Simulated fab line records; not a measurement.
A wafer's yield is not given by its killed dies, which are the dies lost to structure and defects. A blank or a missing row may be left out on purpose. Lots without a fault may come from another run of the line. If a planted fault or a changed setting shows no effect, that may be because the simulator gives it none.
fab line records -- flow sfq_line
record: lots: 7, wafers: 20, last_day: 77
route steps=325 shown L0V@17 M0@28 I0@43 M1@58 M8@325
lots with no fault: from the same line, run without faults
start_h: hours from the record's opening day to when the first of the lot's shown wafers began -- wait_h: hours since the lot's step before -- " the same as in the row above -- L1.1+2: several wafers, shown together as one row -- - either no value or no given start -- * or withheld: withheld -- < > ~ a bound
route shown NAME@n: NAME is a module with steps in the file, n the number in the route of the first one -- usual: average and standard deviation across the fault-free wafers -- same: alike in all rows -- chamber/n: place in a boat -- sites: each site's reading -- _std_site: how widely they spread, as a standard deviation -- _edge_site: outer sites' mean less inner sites' -- radius_mm: for every site, how far away it sits from the centre of the wafer -- mask NAME#n: copy n -- behind: tool/chamber where the wafer was last shaped -- hold: why the lot went on hold/how many hours it stayed there/how the hold came to an end -- device: the transistor (n, p or np) that didn't switch -- end of line: the route-end tests of the same wafers -- a step given without rows: its recipe and nothing more -- killed: at the first sort, the dies lost to defects and structure; wafer yield is something else -- map: the dies of a wafer, with x for killed, . for not killed, _ for no die there
set.NAME: setting as actually run; set.NAME@STEP: the setting as run at that earlier step -- model.NAME: the simulator's own value behind a step, which no gauge read
lots at some steps of the route; a table a step, a row a wafer
services: the hour from which a tool's chamber was out of use, counted from the record's first day as start_h (under 0 if before that day), plus the number of hours and why
== steps ==
step: SFQ_TRILAYER_L0_VIA_LITHO_COAT_018
recipe: resist: BARC, spin_rpm: 3000, resist_thk_nm: 62
step: SFQ_TRILAYER_L0_VIA_LITHO_COAT_013
recipe: resist: KrF, spin_rpm: 3000, resist_thk_nm: 650
step: SFQ_TRILAYER_L0_VIA_LITHO_SOFTBAKE_017
recipe: temp_c: withheld, time_s: withheld, resist: KrF
step: SFQ_TRILAYER_L0_VIA_LITHO_EXPOSE_014
recipe: mask_id: L0V, na: 0.6, source_shape: conventional, sigma_outer: 0.65, target_cd_nm: 700, dose_mj: 21.3
step: SFQ_TRILAYER_L0_VIA_LITHO_PEB_016
recipe: peb_temp_c: 115, peb_time_s: 60, resist: KrF
step: SFQ_TRILAYER_L0_VIA_LITHO_DEVELOP_015
recipe: time_s: 60, resist: KrF
step: SFQ_L0V_OVL_MEAS_903
usual: L0V_OVL: -2/6.1
lot.wafer,tool,chamber,start_h,wait_h,L0V_OVL[nm]
L164.2,overlay-01,-,117.94,2.4,-6
L164.4,overlay-01,-,117.94,2.4,-3
L164.5,overlay-01,-,117.94,2.4,8
L167.4,overlay-02,-,130.06,0.1,1
L167.5,overlay-02,-,130.06,0.1,-8
L167.6,overlay-02,-,130.06,0.1,-8
L170.1,overlay-02,-,156.23,0.1,-9
L170.2,overlay-02,-,156.23,0.1,1
L170.6,overlay-02,-,156.23,0.1,10
L172.2,overlay-02,-,168.98,0.1,5
L172.4,overlay-02,-,168.98,0.1,3
L179.1,overlay-02,-,208.58,0.1,-9
L179.2,overlay-02,-,208.58,0.1,5
L179.4,overlay-02,-,208.58,0.1,6
L182.1,overlay-01,-,225.38,0.1,-11
L182.4,overlay-01,-,225.38,0.1,-8
L182.6,overlay-01,-,225.38,0.1,-5
L185.1,overlay-01,-,245.78,0.1,-9
L185.3,overlay-01,-,245.78,0.1,-4
L185.4,overlay-01,-,245.78,0.1,-8
step: SFQ_TRILAYER_L0_VIA_BARC_OPEN_VIA_ETCH_021
recipe: mask_material: PR, chemistry: O2, target_depth_nm: 125, target: BARC, source_w: 500, bias_w: 80, pressure_mtorr: 30, time_s: 41.7
step: SFQ_TRILAYER_L0_VIA_ETCH_VIA_ETCH_016
recipe: target: SiO2, stop_on: MoNx_KI, mask_material: PR, chemistry: CHF3, target_depth_nm: 80, source_w: 500, bias_w: 80, pressure_mtorr: 30, time_s: withheld
step: SFQ_TRILAYER_L0_VIA_STRIP_STRIP_017
recipe: gas: O2, power_w: 200, platen_temp_c: 40, overash_fraction: 0.65, chemistry: O2, pressure_mtorr: 50
usual: drypump_motor_current_A: 5.5/0.42, oes_product_au: 1.007/0.0083, platen_temp_c: 39.98/0.12
lot.wafer,tool,chamber,start_h,wait_h,drypump_motor_current_A,oes_product_au,platen_temp_c,rf_hours_counter_h
L164.2,rie_metal-01,0,118.25,-,5.0,1.002,39.70,-
L164.4,rie_metal-01,0,118.25,-,5.0,1.007,39.81,-
L164.5,rie_metal-01,0,118.25,-,5.0,1.001,39.81,-
L167.4,rie_metal-03,0,130.36,-,5.1,1.012,39.94,-
L167.5,rie_metal-03,1,130.36,-,5.3,0.992,39.93,-
L167.6,rie_metal-03,0,130.36,-,5.1,1.009,40.05,-
L170.1,rie_metal-03,1,156.35,-,5.3,0.999,40.02,101
L170.2,rie_metal-03,0,156.35,-,5.1,1.008,39.99,111
L170.6,rie_metal-03,1,156.35,-,5.4,1.013,39.89,-
L172.2,rie_metal-04,0,169.30,-,6.0,1.011,39.94,-
L172.4,rie_metal-04,0,169.30,-,6.0,1.009,40.17,-
L179.1,rie_metal-04,0,208.70,-,6.0,1.009,39.95,132
L179.2,rie_metal-04,0,208.70,-,6.0,1.008,39.92,-
L179.4,rie_metal-04,0,208.70,-,6.0,1.004,39.87,-
L182.1,rie_metal-03,1,225.50,-,5.3,1.000,40.06,114
L182.4,rie_metal-03,0,225.50,-,5.1,1.010,40.01,-
L182.6,rie_metal-03,1,225.50,-,5.3,1.000,40.11,-
L185.1,rie_metal-01,1,245.90,-,5.8,1.000,40.02,21
L185.3,rie_metal-01,1,245.90,-,5.8,1.006,39.97,-
L185.4,rie_metal-01,0,245.90,-,5.0,1.011,40.07,-
step: SFQ_TRILAYER_L0_VIA_STRIP_SOLV_CLEAN_018
recipe: chemistry: NMP, temp_c: 70, time_s: 600
step: SFQ_TRILAYER_M0_DEP_PRE_CLEAN_020
recipe: gas: Ar, time_s: 15, bias_v: 250
step: SFQ_TRILAYER_M0_DEP_SPUTTER_019
recipe: material: Nb, base_pressure_pa: 1.33e-06, chamber_pressure_pa: 0.1333, substrate_temp_c: 20, resputter_cathode_voltage_v: 400, target_thk_nm: 200, power_w: 2000, time_s: 133.3
usual: cathode_dc_power_W: 2000.1/0.37, throttle_valve_pct: 30.0/0.83
lot.wafer,tool,chamber,start_h,wait_h,cathode_dc_power_W,throttle_valve_pct,model.Nb_of_TRILAYER_M0_DEP_SPUTTER_019.thk_nm
L164.2,pvd_sputter-03,-,119.63,0.0,2000.0,29.2,201.9
L164.4,pvd_sputter-03,-,119.63,0.0,2000.0,30.0,199.5
L164.5,pvd_sputter-03,-,119.63,0.0,1999.7,29.3,201.4
L167.4,pvd_sputter-03,-,131.14,0.0,2000.5,30.4,218.8
L167.5,pvd_sputter-03,-,131.14,0.0,1999.4,29.8,201.1
L167.6,pvd_sputter-03,-,131.14,0.0,2000.4,29.9,200.2
L170.1,pvd_sputter-03,-,157.15,0.0,2000.9,28.9,219.3
L170.2,pvd_sputter-03,-,157.15,0.0,1999.6,29.9,197.3
L170.6,pvd_sputter-03,-,157.15,0.0,2000.2,30.0,198.1
L172.2,pvd_sputter-03,-,170.71,0.0,1999.8,30.0,199.5
L172.4,pvd_sputter-03,-,170.71,0.0,2000.4,29.3,220
L179.1,pvd_sputter-05,-,210.10,0.0,1999.7,31.0,191.9
L179.2,pvd_sputter-05,-,210.10,0.0,2000.2,29.8,195.6
L179.4,pvd_sputter-05,-,210.10,0.0,2000.1,31.3,197.1
L182.1,pvd_sputter-06,-,226.47,0.0,2000.3,30.7,202.6
L182.4,pvd_sputter-06,-,226.47,0.0,1999.8,29.0,201.8
L182.6,pvd_sputter-06,-,226.47,0.0,1999.3,29.0,202.1
L185.1,pvd_sputter-05,-,246.70,0.0,2000.3,28.4,203.8
L185.3,pvd_sputter-05,-,246.70,0.0,2000.5,30.8,194.6
L185.4,pvd_sputter-05,-,246.70,0.0,2000.2,29.7,201.5
step: SFQ_M0_RS_MEAS_904
recipe: thk_meas_gauge: four-point-probe, reads: Nb_of_TRILAYER_M0_DEP_SPUTTER_019
usual: M0_NB_RS: 0.889/0.013
lot.wafer,tool,chamber,start_h,wait_h,M0_NB_RS[ohm/sq]
L164.2,film_metro-01,-,119.74,0.1,0.882
L164.4,film_metro-01,-,119.74,0.1,0.892
L164.5,film_metro-01,-,119.74,0.1,0.883
L167.4,film_metro-03,-,131.29,0.1,0.813
L167.5,film_metro-03,-,131.29,0.1,0.885
L167.6,film_metro-03,-,131.29,0.1,0.886
L170.1,film_metro-03,-,157.24,0.0,0.810
L170.2,film_metro-03,-,157.24,0.0,0.900
L170.6,film_metro-03,-,157.24,0.0,0.898
L172.2,film_metro-04,-,170.82,0.1,0.893
L172.4,film_metro-04,-,170.82,0.1,0.809
L179.1,film_metro-04,-,210.19,0.0,0.929
L179.2,film_metro-04,-,210.19,0.0,0.912
L179.4,film_metro-04,-,210.19,0.0,0.903
L182.1,film_metro-01,-,226.56,0.0,0.879
L182.4,film_metro-01,-,226.56,0.0,0.880
L182.6,film_metro-01,-,226.56,0.0,0.881
L185.1,film_metro-03,-,246.79,0.0,0.870
L185.3,film_metro-03,-,246.79,0.0,0.911
L185.4,film_metro-03,-,246.79,0.0,0.882
step: SFQ_TRILAYER_M0_LITHO_COAT_026
recipe: resist: BARC, spin_rpm: 3000, resist_thk_nm: 62
step: SFQ_TRILAYER_M0_LITHO_COAT_021
recipe: resist: KrF, spin_rpm: 3000, resist_thk_nm: 600
step: SFQ_TRILAYER_M0_LITHO_SOFTBAKE_025
recipe: temp_c: withheld, time_s: withheld, resist: KrF
step: SFQ_TRILAYER_M0_LITHO_EXPOSE_022
recipe: mask_id: M0, na: 0.6, source_shape: conventional, sigma_outer: 0.65, target_cd_nm: 500, dose_mj: 14.4
step: SFQ_TRILAYER_M0_LITHO_PEB_024
recipe: peb_temp_c: 115, peb_time_s: 60, resist: KrF
step: SFQ_TRILAYER_M0_LITHO_DEVELOP_023
recipe: time_s: 60, resist: KrF
step: SFQ_M0_OVL_MEAS_906
usual: M0_OVL: -3/4.8
lot.wafer,tool,chamber,start_h,wait_h,M0_OVL[nm]
L164.2,overlay-02,-,172.21,0.1,-5
L164.4,overlay-02,-,172.21,0.1,-10
L164.5,overlay-02,-,172.21,0.1,-21
L167.4,overlay-01,-,183.02,0.1,0
L167.5,overlay-01,-,183.02,0.1,-4
L167.6,overlay-01,-,183.02,0.1,-5
L170.1,overlay-02,-,215.40,0.1,1
L170.2,overlay-02,-,215.40,0.1,-8
L170.6,overlay-02,-,215.40,0.1,-1
L172.2,overlay-02,-,227.41,0.1,-5
L172.4,overlay-02,-,227.41,0.1,-8
L179.1,overlay-02,-,272.45,0.1,-4
L179.2,overlay-02,-,272.45,0.1,-6
L179.4,overlay-02,-,272.45,0.1,-8
L182.1,overlay-01,-,292.81,0.1,-6
L182.4,overlay-01,-,292.81,0.1,-8
L182.6,overlay-01,-,292.81,0.1,-5
L185.1,overlay-01,-,312.01,0.1,2
L185.3,overlay-01,-,312.01,0.1,1
L185.4,overlay-01,-,312.01,0.1,0
step: SFQ_TRILAYER_M0_BARC_OPEN_METAL_ETCH_031
recipe: mask_material: PR, chemistry: O2, target_depth_nm: 125, target: BARC, icp_w: 600, bias_w: 80, pressure_mtorr: 10, time_s: 41.7
usual: drypump_motor_current_A: 5.7/0.43, oes_product_au: 0.685/0.0046
lot.wafer,tool,chamber,start_h,wait_h,drypump_motor_current_A,oes_product_au,rf_hours_counter_h
L164.2,rie_metal-01,1,172.24,0.0,5.8,0.683,7
L164.4,rie_metal-01,1,172.24,0.0,5.9,0.685,-
L164.5,rie_metal-01,1,172.24,0.0,5.8,0.687,-
L167.4,rie_metal-01,1,183.06,0.0,5.9,0.690,-
L167.5,rie_metal-01,0,183.06,0.0,5.0,0.682,-
L167.6,rie_metal-01,1,183.06,0.0,5.8,0.685,-
L170.1,rie_metal-02,1,215.44,0.0,5.6,0.688,18
L170.2,rie_metal-02,0,215.44,0.0,6.3,0.683,2
L170.6,rie_metal-02,1,215.44,0.0,5.6,0.686,-
L172.2,rie_metal-04,0,227.46,0.0,6.0,0.688,-
L172.4,rie_metal-04,0,227.46,0.0,6.0,0.682,-
L179.1,rie_metal-01,1,272.49,0.0,5.9,0.683,25
L179.2,rie_metal-01,0,272.49,0.0,5.0,0.680,43
L179.4,rie_metal-01,1,272.49,0.0,5.8,0.680,-
L182.1,rie_metal-04,1,292.84,0.0,5.8,0.686,95
L182.4,rie_metal-04,0,292.84,0.0,6.0,0.685,-
L182.6,rie_metal-04,1,292.84,0.0,5.8,0.689,-
L185.1,rie_metal-01,1,312.04,0.0,5.8,0.688,30
L185.3,rie_metal-01,1,312.04,0.0,5.8,0.695,-
L185.4,rie_metal-01,0,312.04,0.0,5.0,0.692,-
step: SFQ_TRILAYER_M0_ETCH_METAL_ETCH_024
recipe: target: Nb, stop_on: SiO2, mask_material: PR, chemistry: Cl2/Ar, target_depth_nm: 240, icp_w: 600, bias_w: 80, pressure_mtorr: 10, time_s: 120
usual: drypump_motor_current_A: 5.7/0.42, oes_product_au: 0.895/0.0083
lot.wafer,tool,chamber,start_h,wait_h,drypump_motor_current_A,oes_product_au,rf_hours_counter_h
L164.2,rie_metal-01,1,172.30,0.0,5.8,0.901,7
L164.4,rie_metal-01,1,172.30,0.0,5.8,0.884,-
L164.5,rie_metal-01,1,172.30,0.0,5.8,0.894,-
L167.4,rie_metal-01,1,183.14,0.1,5.8,0.945,-
L167.5,rie_metal-01,0,183.14,0.1,5.0,0.898,-
L167.6,rie_metal-01,1,183.14,0.1,5.8,0.890,-
L170.1,rie_metal-02,1,215.50,0.0,5.6,0.944,18
L170.2,rie_metal-02,0,215.50,0.0,6.4,0.892,2
L170.6,rie_metal-02,1,215.50,0.0,5.6,0.894,-
L172.2,rie_metal-04,0,227.60,0.1,6.0,0.893,-
L172.4,rie_metal-04,0,227.60,0.1,6.0,0.950,-
L179.1,rie_metal-01,1,272.55,0.0,5.8,0.874,25
L179.2,rie_metal-01,0,272.55,0.0,5.0,0.889,43
L179.4,rie_metal-01,1,272.55,0.0,5.9,0.885,-
L182.1,rie_metal-04,1,292.90,0.0,5.8,0.904,95
L182.4,rie_metal-04,0,292.90,0.0,6.0,0.899,-
L182.6,rie_metal-04,1,292.90,0.0,5.8,0.906,-
L185.1,rie_metal-01,1,312.10,0.0,5.9,0.905,30
L185.3,rie_metal-01,1,312.10,0.0,5.8,0.879,-
L185.4,rie_metal-01,0,312.10,0.0,5.0,0.900,-
step: SFQ_TRILAYER_M0_STRIP_STRIP_025
recipe: gas: O2, power_w: 200, platen_temp_c: 40, overash_fraction: 0.65, chemistry: O2, pressure_mtorr: 50
step: SFQ_TRILAYER_M0_STRIP_SOLV_CLEAN_026
recipe: chemistry: NMP, temp_c: 70, time_s: 600
step: SFQ_TRILAYER_I0_DEP_PECVD_027
recipe: material: SiO2, temp_c: 150, time_s: 111.11, pressure_torr: 2.4, rf_w: 183.3, precursor: SiH4/N2O, target_thk_nm: 500
usual: heater_power_w: 83/9.1, throttle_valve_pct: 24.2/0.97
lot.wafer,tool,chamber,start_h,wait_h,heater_power_w,throttle_valve_pct
L164.2,pecvd-04,1,173.20,0.0,78,25.5
L164.4,pecvd-04,2,173.20,0.0,84,25.2
L164.5,pecvd-04,0,173.20,0.0,74,24.0
L167.4,pecvd-03,2,184.04,0.0,87,23.9
L167.5,pecvd-03,0,184.04,0.0,94,24.3
L167.6,pecvd-03,1,184.04,0.0,80,23.5
L170.1,pecvd-01,1,216.43,0.0,93,25.2
L170.2,pecvd-01,2,216.43,0.0,88,23.7
L170.6,pecvd-01,1,216.43,0.0,78,25.2
L172.2,pecvd-01,1,229.18,0.0,93,25.6
L172.4,pecvd-01,0,229.18,0.0,81,24.8
L179.1,pecvd-04,2,273.45,0.0,83,22.2
L179.2,pecvd-04,1,273.45,0.0,67,23.8
L179.4,pecvd-04,0,273.45,0.0,65,22.5
L182.1,pecvd-01,0,293.80,0.0,78,25.1
L182.4,pecvd-01,1,293.80,0.0,94,25.4
L182.6,pecvd-01,0,293.80,0.0,79,25.3
L185.1,pecvd-03,0,313.02,0.0,99,24.9
L185.3,pecvd-03,1,313.02,0.0,91,23.9
L185.4,pecvd-03,1,313.02,0.0,73,24.1
step: SFQ_TRILAYER_I0_CMP_CMP_028
recipe: material: SiO2, down_force_psi: 3, platen_rpm: 60, pad_velocity_m_s: 0.94248
step: SFQ_I0_BOW_MEAS_907
recipe: mode: bow
usual: I0_BOW: 0/7.3
lot.wafer,tool,chamber,start_h,wait_h,I0_BOW[um]
L164.2,film_metro-04,-,176.29,1.5,-5
L164.4,film_metro-04,-,176.29,1.5,-12
L164.5,film_metro-04,-,176.29,1.5,-3
L167.4,film_metro-01,-,187.13,1.6,5
L167.5,film_metro-01,-,187.13,1.6,3
L167.6,film_metro-01,-,187.13,1.6,-1
L170.1,film_metro-04,-,219.51,1.5,2
L170.2,film_metro-04,-,219.51,1.5,7
L170.6,film_metro-04,-,219.51,1.5,5
L172.2,film_metro-04,-,236.65,1.0,1
L172.4,film_metro-04,-,236.65,1.0,9
L179.1,film_metro-02,-,281.63,1.5,4
L179.2,film_metro-02,-,281.63,1.5,-9
L179.4,film_metro-02,-,281.63,1.5,-5
L182.1,film_metro-02,-,304.06,2.5,4
L182.4,film_metro-02,-,304.06,2.5,13
L182.6,film_metro-02,-,304.06,2.5,2
L185.1,film_metro-02,-,320.63,1.5,-5
L185.3,film_metro-02,-,320.63,1.5,8
L185.4,film_metro-02,-,320.63,1.5,-2
step: SFQ_TRILAYER_I0_METRO_MEASURE_029
step: SFQ_TRILAYER_I0_VIA_LITHO_COAT_036
recipe: resist: BARC, spin_rpm: 3000, resist_thk_nm: 62
step: SFQ_TRILAYER_I0_VIA_LITHO_COAT_031
recipe: resist: KrF, spin_rpm: 3000, resist_thk_nm: 650
step: SFQ_TRILAYER_I0_VIA_LITHO_SOFTBAKE_035
recipe: temp_c: withheld, time_s: withheld, resist: KrF
step: SFQ_TRILAYER_I0_VIA_LITHO_EXPOSE_032
recipe: mask_id: I0, na: 0.6, source_shape: conventional, sigma_outer: 0.65, target_cd_nm: 500, dose_mj: 21.3
step: SFQ_TRILAYER_I0_VIA_LITHO_PEB_034
recipe: peb_temp_c: 115, peb_time_s: 60, resist: KrF
step: SFQ_TRILAYER_I0_VIA_LITHO_DEVELOP_033
recipe: time_s: 60, resist: KrF
step: SFQ_I0_OVL_MEAS_908
usual: I0_OVL: -1/5.3
lot.wafer,tool,chamber,start_h,wait_h,I0_OVL[nm]
L164.2,overlay-01,-,234.61,0.1,-2
L164.4,overlay-01,-,234.61,0.1,-3
L164.5,overlay-01,-,234.61,0.1,-7
L167.4,overlay-01,-,248.57,0.1,-3
L167.5,overlay-01,-,248.57,0.1,-5
L167.6,overlay-01,-,248.57,0.1,-9
L170.1,overlay-02,-,284.41,0.1,-5
L170.2,overlay-02,-,284.41,0.1,1
L170.6,overlay-02,-,284.41,0.1,2
L172.2,overlay-01,-,303.61,0.1,-9
L172.4,overlay-01,-,303.61,0.1,-4
L179.1,overlay-01,-,346.81,0.1,2
L179.2,overlay-01,-,346.81,0.1,7
L179.4,overlay-01,-,346.81,0.1,7
L182.1,overlay-02,-,370.81,0.1,-4
L182.4,overlay-02,-,370.81,0.1,-5
L182.6,overlay-02,-,370.81,0.1,0
L185.1,overlay-02,-,382.81,0.1,3
L185.3,overlay-02,-,382.81,0.1,-1
L185.4,overlay-02,-,382.81,0.1,-3
step: SFQ_TRILAYER_I0_VIA_BARC_OPEN_VIA_ETCH_046
recipe: mask_material: PR, chemistry: O2, target_depth_nm: 125, target: BARC, source_w: 500, bias_w: 80, pressure_mtorr: 30, time_s: 41.7
usual: drypump_motor_current_A: 5.7/0.42, oes_product_au: 0.685/0.0042
lot.wafer,tool,chamber,start_h,wait_h,drypump_motor_current_A,oes_product_au,rf_hours_counter_h
L164.2,rie_diel-01,3,234.64,0.0,5.8,0.684,136
L164.4,rie_diel-01,1,234.64,0.0,5.9,0.685,55
L164.5,rie_diel-01,2,234.64,0.0,6.1,0.674,-
L167.4,rie_diel-04,1,248.59,0.0,5.8,0.684,102
L167.5,rie_diel-04,2,248.59,0.0,5.9,0.683,-
L167.6,rie_diel-04,3,248.59,0.0,5.8,0.685,-
L170.1,rie_diel-01,2,284.44,0.0,6.0,0.679,102
L170.2,rie_diel-01,0,284.44,0.0,4.8,0.688,120
L170.6,rie_diel-01,1,284.44,0.0,5.9,0.692,-
L172.2,rie_diel-01,0,303.64,0.0,4.8,0.685,121
L172.4,rie_diel-01,0,303.64,0.0,4.8,0.689,-
L179.1,rie_diel-02,3,346.84,0.0,5.8,0.681,0
L179.2,rie_diel-02,0,346.84,0.0,6.0,0.682,33
L179.4,rie_diel-02,1,346.84,0.0,6.1,0.683,2
L182.1,rie_diel-02,0,370.84,0.0,6.0,0.687,34
L182.4,rie_diel-02,2,370.84,0.0,6.1,0.690,1
L182.6,rie_diel-02,0,370.84,0.0,6.0,0.691,-
L185.1,rie_diel-04,3,382.84,0.0,5.8,0.685,103
L185.3,rie_diel-04,1,382.84,0.0,5.8,0.685,104
L185.4,rie_diel-04,2,382.84,0.0,5.9,0.688,11
step: SFQ_TRILAYER_I0_VIA_ETCH_VIA_ETCH_034
recipe: target: SiO2, stop_on: Nb, mask_material: PR, taper_deg: 20, chemistry: CHF3, target_depth_nm: 260, source_w: 500, bias_w: 80, pressure_mtorr: 30, time_s: withheld
step: SFQ_TRILAYER_I0_VIA_STRIP_STRIP_035
recipe: gas: O2, power_w: 200, platen_temp_c: 40, overash_fraction: 0.65, chemistry: O2, pressure_mtorr: 50
usual: drypump_motor_current_A: 5.6/0.46, oes_product_au: 1.002/0.012, platen_temp_c: 40.01/0.11
lot.wafer,tool,chamber,start_h,wait_h,drypump_motor_current_A,oes_product_au,platen_temp_c,rf_hours_counter_h
L164.2,rie_metal-01,1,234.79,-,5.8,1.007,39.90,19
L164.4,rie_metal-01,0,234.79,-,5.0,1.002,40.01,-
L164.5,rie_metal-01,0,234.79,-,5.0,1.012,40.03,-
L167.4,rie_metal-01,0,248.94,-,5.0,1.016,40.08,-
L167.5,rie_metal-01,1,248.94,-,5.8,1.000,39.91,-
L167.6,rie_metal-01,0,248.94,-,5.0,1.018,40.17,-
L170.1,rie_metal-01,1,284.59,-,5.8,1.002,39.97,27
L170.2,rie_metal-01,0,284.59,-,5.0,1.016,40.05,44
L170.6,rie_metal-01,0,284.59,-,5.0,1.017,40.05,-
L172.2,rie_metal-01,1,303.79,-,5.8,0.994,40.04,29
L172.4,rie_metal-01,1,303.79,-,5.8,0.990,39.99,-
L179.1,rie_metal-03,0,346.99,-,5.1,1.022,39.96,146
L179.2,rie_metal-03,1,346.99,-,5.3,1.002,39.85,135
L179.4,rie_metal-03,1,346.99,-,5.3,0.995,40.00,-
L182.1,rie_metal-02,0,370.99,-,6.4,1.004,39.98,25
L182.4,rie_metal-02,0,370.99,-,6.3,1.007,40.06,-
L182.6,rie_metal-02,1,370.99,-,5.6,0.982,39.92,-
L185.1,rie_metal-03,0,382.99,-,5.1,1.036,40.27,151
L185.3,rie_metal-03,1,382.99,-,5.3,0.997,40.10,-
L185.4,rie_metal-03,0,382.99,-,5.1,1.031,40.02,-
step: SFQ_TRILAYER_I0_VIA_STRIP_SOLV_CLEAN_036
recipe: chemistry: NMP, temp_c: 70, time_s: 600
step: SFQ_TRILAYER_M1_DEP_PRE_CLEAN_038
recipe: gas: Ar, time_s: 22.5, bias_v: 250
step: SFQ_M8_BOW_MEAS_951
recipe: mode: bow
usual: M8_BOW: 5/12
lot.wafer,tool,chamber,start_h,wait_h,M8_BOW[um],model.etest.m0.ohm_um,model.etest.m0.ohm_sq,model.etest.i0.link_ohm
L164.2,film_metro-04,-,1669.43,0.0,-14,1.762,0.8804,1.949
L164.4,film_metro-04,-,1669.43,0.0,-22,1.783,0.8908,1.966
L164.5,film_metro-04,-,1669.43,0.0,-13,1.763,0.8825,1.962
L167.4,film_metro-01,-,1694.22,0.1,13,1.621,0.8126,1.903
L167.5,film_metro-01,-,1694.22,0.1,9,1.762,0.8838,1.973
L167.6,film_metro-01,-,1694.22,0.1,5,1.765,0.8879,1.969
L170.1,film_metro-04,-,1708.56,0.0,14,1.623,0.8105,1.888
L170.2,film_metro-04,-,1708.56,0.0,18,1.794,0.9012,1.996
L170.6,film_metro-04,-,1708.56,0.0,17,1.791,0.8972,1.988
L172.2,film_metro-02,-,1721.78,0.0,-6,1.781,0.8911,1.972
L172.4,film_metro-02,-,1721.78,0.0,2,1.61,0.8082,1.902
L179.1,film_metro-04,-,1753.51,0.0,4,1.839,0.9264,2.028
L179.2,film_metro-04,-,1753.51,0.0,-10,1.801,0.9088,2.002
L179.4,film_metro-04,-,1753.51,0.0,-6,1.789,0.9019,1.996
L182.1,film_metro-04,-,1834.49,0.0,16,1.766,0.8775,1.945
L182.4,film_metro-04,-,1834.49,0.0,25,1.762,0.881,1.946
L182.6,film_metro-04,-,1834.49,0.0,13,1.766,0.8796,1.944
L185.1,film_metro-01,-,1841.87,0.0,-4,1.74,0.8723,1.956
L185.3,film_metro-01,-,1841.87,0.0,11,1.814,0.9133,1.981
L185.4,film_metro-01,-,1841.87,0.0,0,1.754,0.8821,1.951
== services ==
tool,chamber,start_h,hours,kind
pvd_sputter-03,-,99.33,2.4,repair
pecvd-01,-,110.92,2.9,repair
pvd_sputter-03,-,135.82,3.9,repair
pecvd-01,2,140.81,5.3,repair
rie_metal-04,1,142.19,118.9,repair
rie_metal-03,-,144.03,2.8,pm
rie_diel-01,0,145.84,3.2,repair
pecvd-01,-,162.98,0.9,repair
pecvd-01,-,173.21,5.5,pm
pvd_sputter-03,-,174.46,2.0,repair
rie_diel-01,1,177.23,4.8,repair
rie_metal-04,-,196.31,0.7,repair
rie_metal-02,-,231.02,1.4,pm
rie_metal-03,1,248.16,3.8,repair
rie_metal-01,-,249.43,1.4,repair
pvd_sputter-03,-,260.99,3.8,repair
rie_metal-02,1,271.23,4.4,repair
rie_diel-01,3,278.63,8.8,repair
rie_metal-01,-,298.66,1.4,pm
rie_metal-02,-,333.19,28.1,pm
rie_metal-03,0,354.18,1.6,repair
rie_metal-01,0,368.78,20.3,repair
rie_metal-01,-,374.90,0.7,repair
rie_metal-04,-,375.99,2.8,pm
== key ==
first_sign: step: SFQ_M0_RS_MEAS_904, reading: M0_NB_RS, direction: down, sigmas: 6.3, usual: 0.889, struck: 0.810
effect: step: SFQ_TRILAYER_M0_ETCH_METAL_ETCH_024, reading: oes_product_au, direction: up, sigmas: 6.2, usual: 0.895, struck: 0.946
model_effect: step: SFQ_TRILAYER_M0_DEP_SPUTTER_019, value: Nb_of_TRILAYER_M0_DEP_SPUTTER_019.thk_nm, without: 201.3, struck: 219.3
model_effect: step: SFQ_M8_BOW_MEAS_951, value: etest.m0.ohm_um, without: 1.763, struck: 1.618
met_at SFQ_TRILAYER_M0_DEP_SPUTTER_019
struck_wafers L167.4,L170.1,L172.4
onset_between 119.63 131.14
fault: kind: process_parameter_drift, tool: pvd_sputter-03, chamber: -, onset_h: 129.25, steps: SFQ_TRILAYER_M0_DEP_SPUTTER_019, channel: time_s, offset: *, shape: step, end_h: 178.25, scope: struck_wafers_only, acts_in: *, stated: *
